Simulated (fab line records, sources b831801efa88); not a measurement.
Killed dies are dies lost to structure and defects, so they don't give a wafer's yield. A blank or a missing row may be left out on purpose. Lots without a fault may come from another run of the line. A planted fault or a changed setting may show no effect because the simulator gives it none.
Which tool did it? | flow gf180mcu | 11 lots, 33 wafers sampled, at 4 steps of a route of 602

WHAT THE GAUGES READ, wafer by wafer
GF_M5_OVL_MEAS_08.
lot  | measured     | on         | M5_OVL (nm)
L871 | day 26 04:37 | overlay-02 | 4 -4 0
L872 | day 26 15:16 | overlay-01 | -1 -3 -6
L874 | day 27 07:26 | overlay-01 | 0 3 -1
L877 | day 28 02:22 | overlay-02 | 6 8 11
L878 | day 28 10:49 | overlay-02 | 1 4 -3
L879 | day 28 13:46 | overlay-01 | 7 5 4
L886 | day 30 20:37 | overlay-02 | -7 -5 5
L890 | day 31 22:55 | overlay-02 | -3 -2 1
L891 | day 32 03:47 | overlay-02 | 7 1 -4
L892 | day 32 09:19 | overlay-02 | 3 2 0
L894 | day 32 20:23 | overlay-02 | -2 5 0

GF_PASSIVATION_THK_MEAS_01.
lot  | measured     | on            | PASSIVATION_CVD_00_THK (nm)
L871 | day 28 00:35 | film_metro-04 | 998 996 1013
L872 | day 28 11:37 | film_metro-01 | 1001 1004 1005
L874 | day 29 03:34 | film_metro-04 | 1010 1006 1006
L877 | day 29 20:47 | film_metro-04 | 999 1014 1029
L878 | day 30 06:04 | film_metro-01 | 987 1010 1008
L879 | day 30 08:07 | film_metro-01 | 1001 1034 1019
L886 | day 32 09:47 | film_metro-01 | 991 1153 1010
L890 | day 33 12:29 | film_metro-04 | 1013 1041 1021
L891 | day 33 15:55 | film_metro-04 | 993 1001 1016
L892 | day 33 21:35 | film_metro-04 | 992 990 998
L894 | day 34 07:16 | film_metro-04 | 1026 1026 1014

WHICH TOOL RAN EACH LOT (tool, then ch and the chambers of the sampled wafers, then the start)
lot  | GF_V4_CVD_23                  | GF_PASSIVATION_CVD_00
L871 | cvd_w-01 ch 0,1, day 24 07:50 | pecvd-04 ch 0,1, day 28 00:29
L872 | cvd_w-01 ch 0,1, day 24 18:26 | pecvd-03 ch 1,2, day 28 11:31
L874 | cvd_w-01 ch 0,1, day 25 12:05 | pecvd-04 ch 0,1,2, day 29 03:30
L877 | cvd_w-02 ch 0,1, day 26 09:01 | pecvd-04 ch 0,1, day 29 20:41
L878 | cvd_w-01 ch 0,1, day 26 16:54 | pecvd-01 ch 0,1,2, day 30 05:59
L879 | cvd_w-01 ch 0, day 26 20:34   | pecvd-03 ch 0,2, day 30 08:02
L886 | cvd_w-01 ch 0, day 29 05:32   | pecvd-01 ch 0,1,2, day 32 09:42
L890 | cvd_w-01 ch 0,1, day 30 10:27 | pecvd-03 ch 1,2, day 33 12:23
L891 | cvd_w-02 ch 1, day 30 16:01   | pecvd-04 ch 0,2, day 33 15:51
L892 | cvd_w-01 ch 0,1, day 30 22:20 | pecvd-03 ch 0,2, day 33 21:29
L894 | cvd_w-02 ch 0,1, day 31 09:15 | pecvd-03 ch 0,1,2, day 34 07:12
- GF_V4_CVD_23: deposits W, target thk 350 nm, time 104.9 s.
- GF_PASSIVATION_CVD_00: deposits SiO2 from TEOS, target thk 1000 nm, time 111.95 s.

WHAT THE TOOLS THEMSELVES READ (means of the sampled wafers that have a number; where no wafer has one, the mark that the record gives instead)
GF_V4_CVD_23.
lot  | tool     | heater_power_w (W) | run_length_s (s)
L871 | cvd_w-01 | 924                | 133.3
L872 | cvd_w-01 | 825                | 133.0
L874 | cvd_w-01 | 920                | 133.3
L877 | cvd_w-02 | 815                | 132.2
L878 | cvd_w-01 | 930                | 133.2
L879 | cvd_w-01 | 723                | 132.5
L886 | cvd_w-01 | 717                | 132.8
L890 | cvd_w-01 | 822                | 132.7
L891 | cvd_w-02 | 844                | 132.0
L892 | cvd_w-01 | 930                | 133.1
L894 | cvd_w-02 | 808                | 132.0

GF_PASSIVATION_CVD_00.
lot  | tool     | heater_power_w (W) | run_length_s (s)
L871 | pecvd-04 | 553                | 139.1
L872 | pecvd-03 | 682                | 140.0
L874 | pecvd-04 | 698                | 139.5
L877 | pecvd-04 | 544                | 139.6
L878 | pecvd-01 | 609                | 140.4
L879 | pecvd-03 | 779                | 139.1
L886 | pecvd-01 | 644                | 146.1
L890 | pecvd-03 | 658                | 139.7
L891 | pecvd-04 | 712                | 139.6
L892 | pecvd-03 | 781                | 139.2
L894 | pecvd-03 | 630                | 139.9

THE ANSWER, worked out from the rows above alone
Rule: what is usual is taken from the lots themselves. Put in order of their means at a reading, lots are off if they are a third of the lots or fewer, leave a main group of 4 or more, and stand apart from it by a gap of 3 or more times the standard deviation of the main group's means; of several such gaps the widest counts. A main group whose means are all the same, to the digits that the tables above print for the reading, isn't used. A lot without any number at a reading at which 4 lots or more have one is off too. The other lots that the step has rows for count as sound. The gauges are gone through in route order, then the tools' own readings, and for those a lot's mean is taken as printed above. The first step at which some lot is off is used, and at that step the reading that is off furthest; a lot without a number counts as furthest.
Off: L886, at GF_PASSIVATION_CVD_00 (run_length_s). The main group: mean 139.6 s, standard deviation 0.4.
A tool fits if, at that step or a process step before it, it ran every lot that is off, and no sound lot after the first of them. One fits: pecvd-01 at GF_PASSIVATION_CVD_00. Its last sound lot is L878 (day 30 05:59), its first lot that is off L886 (day 32 09:42): a fault that began between those two fits.
The tool's own readings at GF_PASSIVATION_CVD_00 bear it out: on the lots that are off they differ by more than 5 times the standard deviation of the sound lots' means. run_length_s reads 146.1 s there against 139.6 s on the sound lots.

WHAT THE SIMULATOR HAD PUT IN
Process parameter drift: pecvd-01, from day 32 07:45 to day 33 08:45, at GF_PASSIVATION_CVD_00. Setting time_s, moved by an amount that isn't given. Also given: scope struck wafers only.
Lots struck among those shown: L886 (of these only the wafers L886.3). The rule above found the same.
